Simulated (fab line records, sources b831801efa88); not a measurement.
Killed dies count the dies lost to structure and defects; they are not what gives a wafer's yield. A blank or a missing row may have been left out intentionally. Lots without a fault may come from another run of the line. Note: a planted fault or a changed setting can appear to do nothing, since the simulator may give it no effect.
fab line records ; flow sky130
record lots=6; wafers=18; last-day=50
route steps=708 shown VT_ADJUST_NCORE@121 VT_ADJUST_HVTR@131 PAD_OPEN@708
lots that met no fault: taken from a fault-free run of the same line
start-h: hours from the record's first day to the start of the lot's first wafer shown ; wait-h: how many hours have passed since the lot's step before this one ; " unchanged from the row above ; L1.1+2: several wafers, shown together as one row ; - either no value or no given start ; * or withheld: withheld ; < > ~ a bound
route shown NAME@n: names a module that has steps shown in the file, with the first one's number in the route ; usual: mean/standard deviation of fault-free wafers ; same: alike in all rows ; chamber/n: place in a boat ; sites: per-site readings ; _std_site: the standard deviation of these ; _edge_site: inner sites' mean taken away from outer sites' mean ; radius-mm: for every site, how far away it sits from the centre of the wafer ; mask NAME#n: copy n ; behind: the most recent tool/chamber to have shaped the wafer ; hold: why the lot went on hold/how many hours it stayed there/how the hold came to an end ; device: names the non-switching transistor (n, p or np) ; end of line: the same wafers' tests at the end of the route ; where a step has no rows: the recipe by itself ; killed: dies that structure and defects cost at the first sort, which is not the same as the wafer's yield ; map: per-die view of a wafer (x killed, . not killed, _ where there is no die)
set.NAME: setting as actually run; set.NAME@STEP: the setting as run at that earlier step ; model.NAME: the simulator's own value behind a step, which no gauge read
lots at selected steps of the route; one table per step, one row per wafer
services: when a tool's chamber went out of use (start-h, in hours from the record's first day, below 0 if earlier), for how many hours, and the reason
## steps
# step SKY_VT_ADJUST_NCORE_COAT_02
# recipe resist=NOVOLAK; spin-rpm=3000; resist-thk-nm=1140
# step SKY_VT_ADJUST_NCORE_SOFTBAKE_03
# recipe temp-c=90; time-s=60; resist=NOVOLAK
# step SKY_VT_ADJUST_NCORE_EXPOSE_04
# recipe mask-id=LVTN_COMPLEMENT_THIN; na=0.6; source-shape=conventional; sigma-outer=0.6; polarization=unpolarized; target-cd-nm=380; dose-mj=139
# step SKY_VT_ADJUST_NCORE_PEB_05
# recipe temp-c=withheld; time-s=*; resist=NOVOLAK
# step SKY_VT_ADJUST_NCORE_DEVELOP_06
# recipe resist=NOVOLAK; developer=TMAH; develop-time-s=60; dev-temp-c=23
# step SKY_VT_ADJUST_NCORE_CD_MEAS_07
# recipe target-cd-nm=380
# usual cd-nm=379.9/2.5
lot.wafer;tool;chamber;start-h;wait-h;cd-nm
L534.1;cd-sem-01;-;224.92;0.1;379.9
L534.3;cd-sem-01;-;224.92;0.1;377.8
L534.5;cd-sem-01;-;224.92;0.1;378.1
L536.1;cd-sem-01;-;240.77;0.1;385.6
L536.3;cd-sem-01;-;240.77;0.1;384.3
L536.5;cd-sem-01;-;240.77;0.1;383.5
L537.2;cd-sem-01;-;244.49;0.1;377.1
L537.4;cd-sem-01;-;244.49;0.1;377.2
L537.6;cd-sem-01;-;244.49;0.1;377.8
L541.3;cd-sem-02;-;269.56;0.1;381.9
L541.4;cd-sem-02;-;269.56;0.1;381.3
L541.5;cd-sem-02;-;269.56;0.1;382.1
L542.1;cd-sem-02;-;277.26;0.1;380.0
L542.4;cd-sem-02;-;277.26;0.1;379.0
L542.6;cd-sem-02;-;277.26;0.1;380.2
L549.2;cd-sem-02;-;345.34;0.1;376.9
L549.3;cd-sem-02;-;345.34;0.1;378.1
L549.6;cd-sem-02;-;345.34;0.1;378.4
# step SKY_VT_ADJUST_NCORE_OVL_MEAS_08
# usual VT_ADJUST_NCORE_OVL=0.0/1.5
lot.wafer;tool;chamber;start-h;wait-h;VT_ADJUST_NCORE_OVL[nm]
L534.1;overlay-02;-;225.04;0.1;-0.3
L534.3;overlay-02;-;225.04;0.1;-0.8
L534.5;overlay-02;-;225.04;0.1;-0.3
L536.1;overlay-01;-;240.89;0.1;1.1
L536.3;overlay-01;-;240.89;0.1;-0.3
L536.5;overlay-01;-;240.89;0.1;1.6
L537.2;overlay-02;-;244.59;0.1;-0.9
L537.4;overlay-02;-;244.59;0.1;0.7
L537.6;overlay-02;-;244.59;0.1;0.3
L541.3;overlay-01;-;269.66;0.1;2.1
L541.4;overlay-01;-;269.66;0.1;1.3
L541.5;overlay-01;-;269.66;0.1;2.5
L542.1;overlay-02;-;277.38;0.1;1.1
L542.4;overlay-02;-;277.38;0.1;0.2
L542.6;overlay-02;-;277.38;0.1;1.9
L549.2;overlay-02;-;345.45;0.1;0.4
L549.3;overlay-02;-;345.45;0.1;1.7
L549.6;overlay-02;-;345.45;0.1;2.3
# step SKY_VT_ADJUST_NCORE_IMPLANT_09
# recipe species=B; energy-kev=10; dose-cm2=2.4e+12; tilt-deg=withheld
# step SKY_VT_ADJUST_NCORE_STRIP_10
# recipe chemistry=O2/N2; power-w=1400; pressure-mtorr=1500; platen-temp-c=withheld; o2-flow-sccm=3000; n2-flow-sccm=300; overash-fraction=0.5
# usual drypump-motor-current-A=5.3/0.39; oes-product-au=0.715/0.0046; strip-time-to-endpoint-s=14.19/0.041
lot.wafer;tool;chamber;start-h;wait-h;drypump-motor-current-A;oes-product-au;rf-hours-counter-h;strip-time-to-endpoint-s
L534.1;plasma-asher-02;0;225.22;0.1;5.1;0.711;42;14.15
L534.3;plasma-asher-02;1;225.22;0.1;5.4;0.720;-;14.14
L534.5;plasma-asher-02;0;225.22;0.1;5.1;0.720;-;14.17
L536.1;plasma-asher-01;0;241.08;0.1;5.9;0.706;12;14.27
L536.3;plasma-asher-01;1;241.08;0.1;4.6;0.719;-;14.26
L536.5;plasma-asher-01;1;241.08;0.1;4.6;0.716;-;14.15
L537.2;plasma-asher-02;0;244.77;0.1;5.0;0.715;43;14.14
L537.4;plasma-asher-02;1;244.77;0.1;5.4;0.707;-;14.16
L537.6;plasma-asher-02;0;244.77;0.1;5.0;0.720;-;14.12
L541.3;plasma-asher-03;0;269.87;0.1;5.4;0.714;-;14.21
L541.4;plasma-asher-03;1;269.87;0.1;5.2;0.725;-;14.19
L541.5;plasma-asher-03;1;269.87;0.1;5.2;0.720;-;14.22
L542.1;plasma-asher-03;1;277.57;0.1;5.2;0.716;57;14.22
L542.4;plasma-asher-03;0;277.57;0.1;5.4;0.709;-;14.18
L542.6;plasma-asher-03;0;277.57;0.1;5.4;0.713;-;14.20
L549.2;plasma-asher-01;1;345.63;0.1;4.6;0.715;23;14.14
L549.3;plasma-asher-01;0;345.63;0.1;5.9;0.713;-;14.15
L549.6;plasma-asher-01;1;345.63;0.1;4.6;0.707;-;14.21
# step SKY_VT_ADJUST_NCORE_TW_MEAS_11
# usual VT_ADJUST_NCORE_TW=219.3/0.89
lot.wafer;tool;chamber;start-h;wait-h;VT_ADJUST_NCORE_TW
L534.1;film-metro-01;-;225.32;0.1;220.4
L534.3;film-metro-01;-;225.32;0.1;218.1
L534.5;film-metro-01;-;225.32;0.1;218.7
L536.1;film-metro-04;-;241.18;0.1;216.9
L536.3;film-metro-04;-;241.18;0.1;218.0
L536.5;film-metro-04;-;241.18;0.1;218.8
L537.2;film-metro-02;-;244.88;0.1;220.0
L537.4;film-metro-02;-;244.88;0.1;219.2
L537.6;film-metro-02;-;244.88;0.1;219.4
L541.3;film-metro-02;-;269.95;0.1;220.1
L541.4;film-metro-02;-;269.95;0.1;218.8
L541.5;film-metro-02;-;269.95;0.1;217.3
L542.1;film-metro-02;-;277.67;0.1;218.0
L542.4;film-metro-02;-;277.67;0.1;218.9
L542.6;film-metro-02;-;277.67;0.1;218.7
L549.2;film-metro-04;-;345.74;0.1;219.1
L549.3;film-metro-04;-;345.74;0.1;220.2
L549.6;film-metro-04;-;345.74;0.1;219.9
# step SKY_VT_ADJUST_HVTR_DEHYDRATE_00
# recipe temp-c=200; time-s=60
# step SKY_VT_ADJUST_HVTR_HMDS_01
# recipe prime-time-s=60; prime-temp-c=120
# step SKY_VT_ADJUST_HVTR_COAT_02
# recipe resist=NOVOLAK; spin-rpm=3000; resist-thk-nm=1140
# usual spin-speed-rpm=3000.2/1.7
lot.wafer;tool;chamber;start-h;wait-h;spin-speed-rpm;model.NOVOLAK_of_VT_ADJUST_HVTR_COAT_02.thk-nm
L534.1;litho-track-04;0;236.02;0.1;2999.5;1141
L534.3;litho-track-04;0;236.02;0.1;2998.9;1136
L534.5;litho-track-04;0;236.02;0.1;2998.6;1140
L536.1;litho-track-03;0;252.21;0.1;3642.9;1039
L536.3;litho-track-03;0;252.21;0.1;3641.8;1034
L536.5;litho-track-03;0;252.21;0.1;3641.9;1039
L537.2;litho-track-03;0;255.49;0.1;3643.0;1036
L537.4;litho-track-03;0;255.49;0.1;3640.2;1038
L537.6;litho-track-03;0;255.49;0.1;3639.3;1040
L541.3;litho-track-04;0;281.37;0.1;2999.8;1141
L541.4;litho-track-04;0;281.37;0.1;3000.0;1140
L541.5;litho-track-04;0;281.37;0.1;3001.1;1141
L542.1;litho-track-04;0;290.12;0.1;2999.1;1139
L542.4;litho-track-04;0;290.12;0.1;2999.4;1140
L542.6;litho-track-04;0;290.12;0.1;2999.6;1134
L549.2;litho-track-03;0;359.74;0.1;2996.5;1142
L549.3;litho-track-03;0;359.74;0.1;2997.2;1145
L549.6;litho-track-03;0;359.74;0.1;3000.1;1140
# step SKY_VT_ADJUST_HVTR_SOFTBAKE_03
# recipe temp-c=90; time-s=60; resist=NOVOLAK
# step SKY_VT_ADJUST_HVTR_EXPOSE_04
# recipe mask-id=HVTRM; target-cd-nm=380; na=0.6; source-shape=conventional; sigma-outer=0.6; dose-mj=150
# step SKY_VT_ADJUST_HVTR_PEB_05
# recipe temp-c=withheld; time-s=*; resist=NOVOLAK
# step SKY_VT_ADJUST_HVTR_DEVELOP_06
# recipe develop-time-s=60; dev-temp-c=23
lot.wafer;tool;chamber;start-h;wait-h;model.NOVOLAK_of_VT_ADJUST_HVTR_COAT_02.thk-nm
L534.1;litho-track-04;0;247.82;0.1;1141
L534.3;litho-track-04;0;247.82;0.1;1136
L534.5;litho-track-04;0;247.82;0.1;1139
L536.1+5;litho-track-01;0;264.56;0.1;1039
L536.3;litho-track-01;0;264.56;0.1;1034
L537.2;litho-track-01;0;268.18;0.1;1035
L537.4;litho-track-01;0;268.18;0.1;1037
L537.6;litho-track-01;0;268.18;0.1;1039
L541.3+5;litho-track-04;0;294.97;0.1;1141
L541.4;litho-track-04;0;294.97;0.1;1140
L542.1;litho-track-01;0;303.61;0.1;1139
L542.4;litho-track-01;0;303.61;0.1;1140
L542.6;litho-track-01;0;303.61;0.1;1134
L549.2;litho-track-01;0;374.03;0.1;1141
L549.3;litho-track-01;0;374.03;0.1;1145
L549.6;litho-track-01;0;374.03;0.1;1139
# step SKY_VT_ADJUST_HVTR_CD_MEAS_07
# recipe target-cd-nm=380
# usual cd-nm=380.3/2.2
lot.wafer;tool;chamber;start-h;wait-h;cd-nm
L534.1;cd-sem-02;-;247.97;0.1;379.7
L534.3;cd-sem-02;-;247.97;0.1;380.0
L534.5;cd-sem-02;-;247.97;0.1;382.0
L536.1;cd-sem-01;-;264.71;0.1;388.9
L536.3;cd-sem-01;-;264.71;0.1;388.9
L536.5;cd-sem-01;-;264.71;0.1;389.8
L537.2;cd-sem-02;-;268.33;0.1;387.6
L537.4;cd-sem-02;-;268.33;0.1;385.7
L537.6;cd-sem-02;-;268.33;0.1;384.5
L541.3;cd-sem-01;-;295.11;0.1;383.1
L541.4;cd-sem-01;-;295.11;0.1;382.6
L541.5;cd-sem-01;-;295.11;0.1;384.7
L542.1;cd-sem-02;-;303.76;0.1;378.4
L542.4;cd-sem-02;-;303.76;0.1;379.8
L542.6;cd-sem-02;-;303.76;0.1;379.3
L549.2;cd-sem-02;-;374.18;0.1;379.4
L549.3;cd-sem-02;-;374.18;0.1;378.6
L549.6;cd-sem-02;-;374.18;0.1;381.2
# step SKY_VT_ADJUST_HVTR_OVL_MEAS_08
# usual VT_ADJUST_HVTR_OVL=0.8/1.1
lot.wafer;tool;chamber;start-h;wait-h;VT_ADJUST_HVTR_OVL[nm]
L534.1;overlay-02;-;248.09;0.1;0.1
L534.3;overlay-02;-;248.09;0.1;1.1
L534.5;overlay-02;-;248.09;0.1;2.6
L536.1;overlay-02;-;264.83;0.1;0.6
L536.3;overlay-02;-;264.83;0.1;1.1
L536.5;overlay-02;-;264.83;0.1;1.4
L537.2;overlay-02;-;268.44;0.1;1.2
L537.4;overlay-02;-;268.44;0.1;-0.8
L537.6;overlay-02;-;268.44;0.1;1.5
L541.3;overlay-01;-;295.20;0.1;0.3
L541.4;overlay-01;-;295.20;0.1;-0.2
L541.5;overlay-01;-;295.20;0.1;1.2
L542.1;overlay-01;-;303.88;0.1;-0.4
L542.4;overlay-01;-;303.88;0.1;1.6
L542.6;overlay-01;-;303.88;0.1;1.1
L549.2;overlay-01;-;374.28;0.1;-1.1
L549.3;overlay-01;-;374.28;0.1;1.2
L549.6;overlay-01;-;374.28;0.1;2.0
# step SKY_VT_ADJUST_HVTR_IMPLANT_09
# recipe species=B; energy-kev=10; dose-cm2=2.1e+12; tilt-deg=withheld
# step SKY_VT_ADJUST_HVTR_STRIP_10
# recipe chemistry=O2/N2; power-w=1400; pressure-mtorr=1500; platen-temp-c=withheld; o2-flow-sccm=3000; n2-flow-sccm=300; overash-fraction=0.5
# usual drypump-motor-current-A=5.2/0.4; oes-product-au=0.716/0.0044; strip-time-to-endpoint-s=14.19/0.04
lot.wafer;tool;chamber;start-h;wait-h;drypump-motor-current-A;oes-product-au;rf-hours-counter-h;strip-time-to-endpoint-s
L534.1;plasma-asher-02;0;248.27;0.1;5.1;0.723;44;14.18
L534.3;plasma-asher-02;1;248.27;0.1;5.4;0.714;-;14.13
L534.5;plasma-asher-02;1;248.27;0.1;5.4;0.719;-;14.17
L536.1;plasma-asher-01;1;265.02;0.1;4.6;0.712;15;13.03
L536.3;plasma-asher-01;1;265.02;0.1;4.7;0.715;-;12.95
L536.5;plasma-asher-01;0;265.02;0.1;5.9;0.712;-;13.02
L537.2;plasma-asher-02;1;268.62;0.1;5.4;0.721;46;12.99
L537.4;plasma-asher-02;1;268.62;0.1;5.4;0.717;-;13.01
L537.6;plasma-asher-02;0;268.62;0.1;5.0;0.715;-;13.03
L541.3;plasma-asher-04;0;295.41;0.1;4.9;0.711;-;14.18
L541.4;plasma-asher-04;1;295.41;0.1;5.2;0.721;-;14.18
L541.5;plasma-asher-04;1;295.41;0.1;5.2;0.720;-;14.17
L542.1;plasma-asher-01;0;304.07;0.1;5.9;0.716;18;14.18
L542.4;plasma-asher-01;1;304.07;0.1;4.6;0.719;-;14.18
L542.6;plasma-asher-01;0;304.07;0.1;5.9;0.720;-;14.09
L549.2;plasma-asher-02;0;374.46;0.1;5.0;0.726;54;14.19
L549.3;plasma-asher-02;0;374.46;0.1;5.1;0.713;-;14.23
L549.6;plasma-asher-02;0;374.46;0.1;5.0;0.716;-;14.18
# step SKY_VT_ADJUST_HVTR_TW_MEAS_11
# usual VT_ADJUST_HVTR_TW=212.0/1.1
lot.wafer;tool;chamber;start-h;wait-h;VT_ADJUST_HVTR_TW
L534.1;film-metro-03;-;248.37;0.1;213.3
L534.3;film-metro-03;-;248.37;0.1;214.7
L534.5;film-metro-03;-;248.37;0.1;214.7
L536.1;film-metro-01;-;265.12;0.1;211.9
L536.3;film-metro-01;-;265.12;0.1;212.6
L536.5;film-metro-01;-;265.12;0.1;212.0
L537.2;film-metro-01;-;268.73;0.1;213.9
L537.4;film-metro-01;-;268.73;0.1;211.9
L537.6;film-metro-01;-;268.73;0.1;212.3
L541.3;film-metro-03;-;295.49;0.1;212.9
L541.4;film-metro-03;-;295.49;0.1;211.1
L541.5;film-metro-03;-;295.49;0.1;212.3
L542.1;film-metro-01;-;304.17;0.1;213.4
L542.4;film-metro-01;-;304.17;0.1;211.8
L542.6;film-metro-01;-;304.17;0.1;212.5
L549.2;film-metro-04;-;374.57;0.1;212.1
L549.3;film-metro-04;-;374.57;0.1;210.5
L549.6;film-metro-04;-;374.57;0.1;210.0
# step SKY_PAD_OPEN_PROBE_99
# usual killed_at_M0_to_M3=43/6; killed_at_M4_up=3.2/1.9; killed-at-contacts=25/5.4; killed-at-front-end=15/4.5; killed-at-other=0.3/0.59; killed-dies=87/8.7; killed-open=47/6.7; killed-short=39/5.7
# same gross-dies=492; killed-at-back-side=0
lot.wafer;tool;chamber;start-h;wait-h;killed_at_M0_to_M3;killed_at_M4_up;killed-at-contacts;killed-at-front-end;killed-at-other;killed-dies;killed-open;killed-short
L536.1;prober-01;-;1135.41;0.1;41;2;27;15;0;85;42;43
L536.3;prober-01;-;1135.51;0.2;35;4;23;18;0;80;42;38
L536.5;prober-01;-;1135.61;0.2;44;3;34;11;0;92;42;50
L541.3;prober-02;-;1161.59;0.2;39;4;28;24;0;95;51;44
L541.4;prober-02;-;1161.64;0.2;47;6;19;15;0;87;44;43
L541.5;prober-02;-;1161.69;0.2;44;5;21;12;0;82;38;44
# killed by level:class
L536.1 LI_CONTACT:geometric-particle:open=9 CONTACT:geometric-particle:open=8 VIA2:geometric-particle:short=6 VIA1:geometric-particle:short=6 VIA3:geometric-particle:short=6 VIA3:geometric-particle:open=6 CONTACT:geometric-particle:short=5 VIA1:geometric-particle:open=5
L536.3 CONTACT:geometric-particle:open=9 POLY_GATE:geometric-particle:short=7 VIA2:geometric-particle:open=7 VIA1:geometric-particle:open=6 VIA3:geometric-particle:open=6 FIELD_ISO:geometric-particle:open=4 METAL4:geometric-particle:short=4 LI_CONTACT:geometric-particle:open=4
L536.5 LI_CONTACT:geometric-particle:open=10 LOCAL_INTERCONNECT:geometric-particle:short=9 VIA1:geometric-particle:open=8 METAL1:geometric-particle:short=8 VIA1:geometric-particle:short=8 VIA3:geometric-particle:open=7 CONTACT:geometric-particle:open=6 CONTACT:geometric-particle:short=6
L541.3 VIA1:geometric-particle:open=11 CONTACT:geometric-particle:open=10 FIELD_ISO:geometric-particle:short=6 METAL3:geometric-particle:short=6 FIELD_ISO:geometric-particle:open=5 LI_CONTACT:geometric-particle:open=5 VIA2:geometric-particle:open=4 POLY_GATE:geometric-particle:open=4
L541.4 VIA1:geometric-particle:open=10 CONTACT:geometric-particle:open=8 VIA3:geometric-particle:open=8 VIA1:geometric-particle:short=6 FIELD_ISO:geometric-particle:short=5 CONTACT:geometric-particle:short=5 METAL4:geometric-particle:short=5 POLY_GATE:geometric-particle:open=4
L541.5 VIA1:geometric-particle:open=8 VIA2:geometric-particle:open=7 CONTACT:geometric-particle:open=6 METAL1:geometric-particle:short=6 LI_CONTACT:geometric-particle:open=5 LOCAL_INTERCONNECT:geometric-particle:short=5 CONTACT:geometric-particle:short=5 METAL4:geometric-particle:short=4
## services
tool;chamber;start-h;hours;kind
plasma-asher-03;-;245.79;7.7;repair
plasma-asher-03;-;246.16;3.6;repair
plasma-asher-02;-;325.21;14.6;pm
plasma-asher-02;-;339.81;2.8;pm
plasma-asher-02;-;342.56;4.3;pm
plasma-asher-01;-;363.14;10.0;pm
plasma-asher-01;-;373.34;5.6;repair
## key
first-sign step=SKY_VT_ADJUST_HVTR_COAT_02; reading=spin-speed-rpm; direction=up; sigmas=99+; usual=3000.2; struck=3641.5
effect step=SKY_VT_ADJUST_HVTR_CD_MEAS_07; reading=cd-nm; direction=up; sigmas=3.3; usual=380.3; struck=387.6
effect step=SKY_VT_ADJUST_HVTR_STRIP_10; reading=strip-time-to-endpoint-s; direction=down; sigmas=29; usual=*; struck=*
model-effect step=SKY_VT_ADJUST_HVTR_COAT_02; value=NOVOLAK_of_VT_ADJUST_HVTR_COAT_02.thk-nm; without=1143; struck=1038
model-effect step=SKY_VT_ADJUST_HVTR_DEVELOP_06; value=NOVOLAK_of_VT_ADJUST_HVTR_COAT_02.thk-nm; without=1143; struck=1037
met-at SKY_VT_ADJUST_HVTR_COAT_02
struck-wafers L536.1,L536.3,L536.5,L537.2,L537.4,L537.6
tester-left-out L536,L537
fault kind=process-parameter-drift; tool=litho-track-03; chamber=-; onset-h=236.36; steps=SKY_VT_ADJUST_HVTR_COAT_02; channel=spin-rpm; offset=640.77; shape=step; end-h=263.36; acts-in=these-recipes-only; stated=3000
# tester-left-out: of these lots the tester's yield and bins aren't shown, on N5 and GAA mostly nor the transistor test; their killed dies are dies lost to structure and defects alone, not to doping, threshold or leakage, so they don't give the yield
